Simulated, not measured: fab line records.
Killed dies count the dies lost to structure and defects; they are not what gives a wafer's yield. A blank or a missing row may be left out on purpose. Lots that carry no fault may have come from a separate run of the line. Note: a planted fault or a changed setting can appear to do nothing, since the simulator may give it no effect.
fab line records	flow sky130
record: lots: 7	wafers: 21	last_day: 48
route steps=708 shown NWELL@82 PWDE@84 VT_ADJUST_HVTP@85
lots untouched by any fault: they come from a run of this same line in which no faults occurred
start_h: hours from the record's first day to the start of the lot's first wafer shown	wait_h: hours elapsed since this lot's preceding step	" same as the row above	L1.1+2: a single row standing in for several wafers	- either no value or no given start	* or withheld: withheld	< > ~ a bound
route shown NAME@n: NAME is a module with steps in the file, n the number in the route of the first one	usual: average and standard deviation across the fault-free wafers	same: alike in all rows	chamber/n: place in a boat	sites: each site's reading	_std_site: their standard deviation	_edge_site: inner sites' mean taken away from outer sites' mean	radius_mm: for every site, how far away it sits from the centre of the wafer	mask NAME#n: copy n	behind: tool/chamber where the wafer was last shaped	hold: what put the lot on hold/how long, in hours/how the hold closed	device: the n, p or np transistor that did not switch	end of line: the route-end tests of the same wafers	a step with no rows: only its recipe	killed: the dies lost at the first sort to structure and to defects; this is not the yield of the wafer	map: shows each die of a wafer: x if killed, . if not, _ if none is there
set.NAME: the setting as run; set.NAME@STEP: as run at that earlier step	model.NAME: the simulator's own value behind a step, which no gauge read
certain route steps with their lots: each step a table, each wafer a row
services: the hour from which a tool's chamber was out of use, counted from the record's first day as start_h (under 0 if before that day), plus the number of hours and why
== steps ==
step: SKY_NWELL_RS_MEAS_29
recipe: thk_meas_gauge: four-point-probe
usual: NWELL_RS: 625.6/2.4
lot.wafer	tool	chamber	start_h	wait_h	NWELL_RS[ohm/sq]
L183.1	film_metro-01	-	104.88	0.1	628.1
L183.5	"	-	"	"	628.9
L183.6	"	-	"	"	629.6
L184.2	film_metro-01	-	111.05	0.2	629.2
L184.3	"	-	"	"	627.9
L184.4	"	-	"	"	629.7
L189.1	film_metro-03	-	141.31	0.1	620.0
L189.2	"	-	"	"	620.4
L189.4	"	-	"	"	623.2
L190.2	film_metro-01	-	147.03	0.2	627.6
L190.5	"	-	"	"	628.1
L190.6	"	-	"	"	626.0
L194.1	film_metro-01	-	168.44	0.1	626.9
L194.2	"	-	"	"	627.7
L194.4	"	-	"	"	628.6
L195.3	film_metro-02	-	174.61	0.1	626.9
L195.4	"	-	"	"	623.7
L195.6	"	-	"	"	625.0
L196.3	film_metro-03	-	184.47	0.1	624.1
L196.5	"	-	"	"	626.2
L196.6	"	-	"	"	624.7
step: SKY_NWELL_RS_MEAS_31
recipe: thk_meas_gauge: four-point-probe
usual: PWDE_RS: 5286/19
lot.wafer	tool	chamber	start_h	wait_h	PWDE_RS[ohm/sq]
L183.1	film_metro-01	-	105.12	0.1	5314
L183.5	"	-	"	"	5273
L183.6	"	-	"	"	5289
L184.2	film_metro-01	-	111.29	0.1	5298
L184.3	"	-	"	"	5321
L184.4	"	-	"	"	5303
L189.1	film_metro-03	-	141.55	0.1	5274
L189.2	"	-	"	"	5272
L189.4	"	-	"	"	5266
L190.2	film_metro-01	-	147.27	0.1	5333
L190.5	"	-	"	"	5317
L190.6	"	-	"	"	5327
L194.1	film_metro-01	-	168.68	0.1	5313
L194.2	"	-	"	"	5308
L194.4	"	-	"	"	5300
L195.3	film_metro-02	-	174.85	0.1	5288
L195.4	"	-	"	"	5268
L195.6	"	-	"	"	5284
L196.3	film_metro-03	-	184.71	0.1	5273
L196.5	"	-	"	"	5263
L196.6	"	-	"	"	5266
step: SKY_VT_ADJUST_HVTP_DEHYDRATE_00
recipe: temp_c: 200	time_s: 60
step: SKY_VT_ADJUST_HVTP_HMDS_01
recipe: prime_time_s: 60	prime_temp_c: 120
step: SKY_VT_ADJUST_HVTP_COAT_02
recipe: resist: NOVOLAK	spin_rpm: 3000	resist_thk_nm: 1140
step: SKY_VT_ADJUST_HVTP_SOFTBAKE_03
recipe: temp_c: 90	time_s: 60	resist: NOVOLAK
step: SKY_VT_ADJUST_HVTP_EXPOSE_04
recipe: mask_id: HVTPM	na: 0.6	source_shape: conventional	sigma_outer: 0.6	polarization: unpolarized	target_cd_nm: 380	dose_mj: 140
step: SKY_VT_ADJUST_HVTP_PEB_05
recipe: temp_c: withheld	time_s: *	resist: NOVOLAK
step: SKY_VT_ADJUST_HVTP_DEVELOP_06
recipe: resist: NOVOLAK	developer: TMAH	develop_time_s: 60	dev_temp_c: 23
step: SKY_VT_ADJUST_HVTP_CD_MEAS_07
recipe: target_cd_nm: 380
usual: cd_nm: 380.5/2.5
lot.wafer	tool	chamber	start_h	wait_h	cd_nm
L183.1	cd_sem-01	-	122.88	0.1	376.2
L183.5	"	-	"	"	378.9
L183.6	"	-	"	"	378.6
L184.2	cd_sem-02	-	128.53	0.1	380.7
L184.3	"	-	"	"	381.6
L184.4	"	-	"	"	381.8
L189.1	cd_sem-02	-	161.58	0.1	386.1
L189.2	"	-	"	"	382.4
L189.4	"	-	"	"	385.8
L190.2	cd_sem-02	-	167.20	0.1	375.3
L190.5	"	-	"	"	377.3
L190.6	"	-	"	"	377.8
L194.1	cd_sem-02	-	190.28	0.1	379.0
L194.2	"	-	"	"	378.3
L194.4	"	-	"	"	376.8
L195.3	cd_sem-01	-	195.92	0.1	382.8
L195.4	"	-	"	"	380.2
L195.6	"	-	"	"	380.4
L196.3	cd_sem-01	-	206.02	0.1	379.5
L196.5	"	-	"	"	377.2
L196.6	"	-	"	"	377.7
step: SKY_VT_ADJUST_HVTP_OVL_MEAS_08
usual: VT_ADJUST_HVTP_OVL: -0.3/1.3
lot.wafer	tool	chamber	start_h	wait_h	VT_ADJUST_HVTP_OVL[nm]
L183.1	overlay-01	-	123.00	0.1	-2.9
L183.5	"	-	"	"	-1.1
L183.6	"	-	"	"	-0.7
L184.2	overlay-02	-	128.64	0.1	0.7
L184.3	"	-	"	"	1.7
L184.4	"	-	"	"	0.8
L189.1	overlay-01	-	161.70	0.1	-0.1
L189.2	"	-	"	"	1.1
L189.4	"	-	"	"	0.8
L190.2	overlay-02	-	167.31	0.1	-1.4
L190.5	"	-	"	"	0.2
L190.6	"	-	"	"	0.6
L194.1	overlay-01	-	190.40	0.1	-0.1
L194.2	"	-	"	"	-0.4
L194.4	"	-	"	"	2.4
L195.3	overlay-01	-	196.01	0.1	2.0
L195.4	"	-	"	"	0.8
L195.6	"	-	"	"	-0.8
L196.3	overlay-01	-	206.11	0.1	1.1
L196.5	"	-	"	"	0.2
L196.6	"	-	"	"	-1.0
step: SKY_VT_ADJUST_HVTP_IMPLANT_09
recipe: species: As	energy_kev: 150	dose_cm2: 4.3e+12	tilt_deg: withheld
usual: implant_ion_amu: 75/0
lot.wafer	tool	chamber	start_h	wait_h	implant_ion_amu	model.implant.rp_nm	model.implant.drp_nm
L183.1	implanter-01	0	123.04	0.0	75	84.26	33.4
L183.5	"	0	"	"	75	84.26	33.4
L183.6	"	0	"	"	75	84.26	33.4
L184.2	implanter-02	0	128.69	0.0	75	86.52	33.4
L184.3	"	0	"	"	75	86.52	33.4
L184.4	"	0	"	"	75	86.52	33.4
L189.1	implanter-02	0	161.74	0.0	75	85.74	33.4
L189.2	"	0	"	"	75	85.74	33.4
L189.4	"	0	"	"	75	85.74	33.4
L190.2	implanter-02	0	167.36	0.0	75	84.33	33.4
L190.5	"	0	"	"	75	84.33	33.4
L190.6	"	0	"	"	75	84.33	33.4
L194.1	implanter-04	0	190.44	0.0	31	186.6	62.72
L194.2	"	0	"	"	31	186.6	62.72
L194.4	"	0	"	"	31	186.6	62.72
L195.3	implanter-02	0	196.09	0.1	31	189.1	62.72
L195.4	"	0	"	"	31	189.1	62.72
L195.6	"	0	"	"	31	189.1	62.72
L196.3	implanter-02	0	206.19	0.1	31	190	62.72
L196.5	"	0	"	"	31	190	62.72
L196.6	"	0	"	"	31	190	62.72
step: SKY_VT_ADJUST_HVTP_STRIP_10
recipe: chemistry: O2/N2	power_w: 1400	pressure_mtorr: 1500	platen_temp_c: withheld	o2_flow_sccm: 3000	n2_flow_sccm: 300	overash_fraction: 0.5
usual: drypump_motor_current_A: 5.63/0.26	oes_product_au: 0.716/0.0046	strip_time_to_endpoint_s: 14.17/0.039
lot.wafer	tool	chamber	start_h	wait_h	drypump_motor_current_A	oes_product_au	rf_hours_counter_h	strip_time_to_endpoint_s
L183.1	plasma_asher-02	1	123.19	0.1	5.26	0.713	42	14.20
L183.5	"	0	"	"	5.76	0.715	-	14.12
L183.6	"	1	"	"	5.24	0.711	-	14.17
L184.2	plasma_asher-02	1	128.82	0.1	5.22	0.721	42	14.17
L184.3	"	1	"	"	5.20	0.711	-	14.18
L184.4	"	0	"	"	5.76	0.710	-	14.16
L189.1	plasma_asher-04	0	161.89	0.1	5.67	0.716	51	14.19
L189.2	"	1	"	"	5.96	0.715	51	14.18
L189.4	"	0	"	"	5.66	0.703	-	14.19
L190.2	plasma_asher-04	1	167.49	0.1	5.98	0.715	52	14.18
L190.5	"	0	"	"	5.66	0.707	-	14.20
L190.6	"	1	"	"	5.95	0.713	-	14.17
L194.1	plasma_asher-03	1	190.59	0.1	5.75	0.716	36	14.19
L194.2	"	0	"	"	5.27	0.719	36	14.22
L194.4	"	0	"	"	5.28	0.711	-	14.24
L195.3	plasma_asher-04	0	196.30	0.2	5.67	0.723	-	14.19
L195.4	"	1	"	"	5.96	0.716	-	14.19
L195.6	"	1	"	"	5.94	0.722	-	14.24
L196.3	plasma_asher-04	0	206.32	0.1	5.66	0.715	-	14.18
L196.5	"	0	"	"	5.66	0.722	-	14.20
L196.6	"	1	"	"	5.94	0.715	-	14.20
step: SKY_VT_ADJUST_HVTP_TW_MEAS_11
usual: VT_ADJUST_HVTP_TW: 1357/12
lot.wafer	tool	chamber	start_h	wait_h	hold	VT_ADJUST_HVTP_TW
L183.1	film_metro-01	-	123.29	0.1	-	1370
L183.5	"	-	"	"	-	1370
L183.6	"	-	"	"	-	1368
L184.2	film_metro-04	-	128.93	0.1	-	1338
L184.3	"	-	"	"	-	1339
L184.4	"	-	"	"	-	1328
L189.1	film_metro-04	-	161.99	0.1	-	1340
L189.2	"	-	"	"	-	1340
L189.4	"	-	"	"	-	1344
L190.2	film_metro-04	-	167.60	0.1	-	1342
L190.5	"	-	"	"	-	1344
L190.6	"	-	"	"	-	1344
L194.1	film_metro-01	-	190.69	0.1	await_dispo/0.2h/release	961
L194.2	"	-	"	"	await_dispo/0.2h/release	962
L194.4	"	-	"	"	await_dispo/0.2h/release	961
L194.1	film_metro-01	-	190.91	0.2	-	962
L194.2	"	-	"	"	-	958
L194.4	"	-	"	"	-	962
L195.3	film_metro-01	-	196.39	0.1	await_dispo/0.2h/release	970
L195.4	"	-	"	"	await_dispo/0.2h/release	964
L195.6	"	-	"	"	await_dispo/0.2h/release	964
L195.3	film_metro-01	-	196.61	0.2	-	965
L195.4	"	-	"	"	-	969
L195.6	"	-	"	"	-	969
L196.3	film_metro-04	-	206.41	0.1	await_dispo/0.2h/release	951
L196.5	"	-	"	"	await_dispo/0.2h/release	947
L196.6	"	-	"	"	await_dispo/0.2h/release	940
L196.3	film_metro-04	-	206.70	0.3	-	946
L196.5	"	-	"	"	-	946
L196.6	"	-	"	"	-	947
== services ==
tool	chamber	start_h	hours	kind
implanter-04	-	122.06	4.0	pm
plasma_asher-03	-	130.44	32.8	pm
implanter-02	-	145.40	4.6	repair
plasma_asher-02	-	146.76	0.5	repair
implanter-02	-	180.64	0.8	repair
plasma_asher-02	-	185.47	13.6	repair
plasma_asher-03	-	195.75	4.3	repair
== key ==
first_sign: step: SKY_VT_ADJUST_HVTP_IMPLANT_09	reading: implant_ion_amu	direction: down	sigmas: 99+	usual: 75	struck: 31
effect: step: SKY_VT_ADJUST_HVTP_TW_MEAS_11	reading: visit	direction: added
effect: step: SKY_VT_ADJUST_HVTP_TW_MEAS_11	reading: VT_ADJUST_HVTP_TW	direction: down	sigmas: 33	usual: 1357	struck: 958
model_effect: step: SKY_VT_ADJUST_HVTP_IMPLANT_09	value: implant.rp_nm	without: 84.4	struck: 188.6
met_at SKY_VT_ADJUST_HVTP_IMPLANT_09
struck_wafers L194.1,L194.2,L194.4,L195.3,L195.4,L195.6,L196.3,L196.5,L196.6
tester_left_out L194,L195,L196
onset_between 167.36 190.44
fault: kind: wrong_recipe_download	tool: implanter-01,implanter-02,implanter-04	chamber: -	onset_h: 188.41	steps: SKY_VT_ADJUST_HVTP_IMPLANT_09	wrong_recipe.not_listed: 1
tester_left_out: of these lots the tester's yield and bins aren't shown, on N5 and GAA mostly nor the transistor test; their killed dies are dies lost to structure and defects alone, not to doping, threshold or leakage, so they don't give the yield
